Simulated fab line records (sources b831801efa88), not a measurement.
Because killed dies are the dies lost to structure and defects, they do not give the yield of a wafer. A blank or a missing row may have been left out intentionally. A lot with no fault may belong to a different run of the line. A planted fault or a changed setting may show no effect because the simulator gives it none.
A single fault, viewed from 2 desks || flow gf180mcu || what lay behind the numbers comes last; until then each desk has only its own

THE TOOL OWNER'S DESK: pecvd-03
The tool's own readings at GF_PASSIVATION_CVD_00 (deposits SiO2 from TEOS, target thk 1000 nm, time 111.95 s): means of the sampled wafers that have a number, for each lot that ran on this tool. The brackets show how far a lot's mean lies from the usual mean; more than 4 standard deviations puts the lot out of limits, marked OUT.
Columns: A = heater-power-w at GF_PASSIVATION_CVD_00, usual 658 W; B = run-length-s at GF_PASSIVATION_CVD_00, usual 139.7 s
{"lot": "L753", "first seen here": "day 28 06:07", "A": 707, "B": 139.5}
{"lot": "L754", "first seen here": "day 28 15:14", "A": 634, "B": 139.7}
{"lot": "L756", "first seen here": "day 29 11:28", "A": 768, "B": 139.7}
{"lot": "L758", "first seen here": "day 30 02:38", "A": 749, "B": 139.8}
{"lot": "L767", "first seen here": "day 32 11:58", "A": 672, "B": 137.6}
{"lot": "L768", "first seen here": "day 32 21:20", "A": 582, "B": 138.1}
{"lot": "L769", "first seen here": "day 33 01:20", "A": 659, "B": 137.8}
Result from this desk: across the 7 lots, nothing is out of limits.

METROLOGY DESK
Means of the sampled wafers that have a number, per lot and without regard to the tool the lot ran on: this is what the gauges read. The brackets show how far a lot's mean lies from the usual mean; more than 4 standard deviations puts the lot out of limits, marked OUT.
Columns: A = cd-nm at GF_TOP_METAL_CD_MEAS_14, usual 440.8 nm; B = PASSIVATION_CVD_00_THK at GF_PASSIVATION_THK_MEAS_01, usual 1003 nm
{"lot": "L753", "first seen here": "day 28 05:16", "A": 441.2, "B": 1011}
{"lot": "L754", "first seen here": "day 28 14:23", "A": 445.9, "B": 1023}
{"lot": "L755", "first seen here": "day 29 01:11", "A": 441.7, "B": 991}
{"lot": "L756", "first seen here": "day 29 10:35", "A": 439.5, "B": 1006}
{"lot": "L758", "first seen here": "day 30 01:45", "A": 438.6, "B": 998}
{"lot": "L759", "first seen here": "day 30 17:14", "A": 440.9, "B": 994}
{"lot": "L767", "first seen here": "day 32 11:05", "A": 437.7, "B": 976}
{"lot": "L768", "first seen here": "day 32 20:29", "A": 440.9, "B": 974}
{"lot": "L769", "first seen here": "day 33 00:26", "A": 439.7, "B": 994}
{"lot": "L770", "first seen here": "day 33 04:09", "A": 439.6, "B": 1006}
{"lot": "L773", "first seen here": "day 33 18:59", "A": 442.9, "B": 1010}
{"lot": "L774", "first seen here": "day 34 02:38", "A": 438.2, "B": 1004}
{"lot": "L775", "first seen here": "day 34 07:41", "A": 439.3, "B": 998}
Result from this desk: across the 13 lots, nothing is out of limits.

ALL TOGETHER
The desk of the tool owner found nothing out of limits.
The metrology desk saw nothing out of limits.

WHAT THE SIMULATOR PUT IN
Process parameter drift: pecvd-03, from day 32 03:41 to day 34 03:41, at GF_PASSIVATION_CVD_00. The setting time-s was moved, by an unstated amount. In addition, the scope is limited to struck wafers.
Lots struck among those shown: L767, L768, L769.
